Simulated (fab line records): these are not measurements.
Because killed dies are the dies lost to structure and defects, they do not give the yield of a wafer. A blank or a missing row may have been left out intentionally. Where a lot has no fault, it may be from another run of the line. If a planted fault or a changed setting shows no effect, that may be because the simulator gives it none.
Matching of chambers | flow sfqLine | SFQ_TRILAYER_I0_CMP_CMP_028 on cmp-01: 4 sister chambers
The step polishes SiO2. 4 wafers are shown with their chamber, then 7 later ones without.

## WAFERS, EACH WITH ITS CHAMBER
wafer  | chamber | motorCurrentA (A)
L338.6 | 2       | 10.1
L339.6 | 0       | 12.3
L343.1 | 1       | 8.0
L343.2 | 3       | 10.4

## WAFERS WITH NO CHAMBER GIVEN
wafer  | motorCurrentA (A)
L343.3 | 12.3
L351.1 | 7.7
L351.4 | 12.7
L351.6 | 10.5
L353.1 | 7.5
L353.3 | 11.6
L353.6 | 9.9

## CHAMBER TAKEN BY EACH
wafer  | from the rows above     | in truth
L343.3 | 0                       | 0
L351.1 | 1                       | 1
L351.4 | 0                       | 0
L351.6 | can't be placed: 3 or 2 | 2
L353.1 | 1                       | 1
L353.3 | can't be placed: 0 or 3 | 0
L353.6 | can't be placed: 2 or 3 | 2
4 of 7 placed correctly. From these rows, 3 cannot be placed; in 3 the true chamber is one of the candidates. Number placed wrongly: 0.
How it was worked out, from the rows above alone: a wafer's distance from a chamber is the root of the sum, over the readings, of the square of ((its reading less the chamber's mean) divided by the reading's scatter). The wafer belongs to the nearest chamber; if the next one is less than 2 further off, it can't be placed. For every chamber, the mean is computed from those of its wafers that are shown. The scatter: with one shown wafer a chamber, the root of the mean of the squares of how far each hidden wafer lies from its nearest shown one.
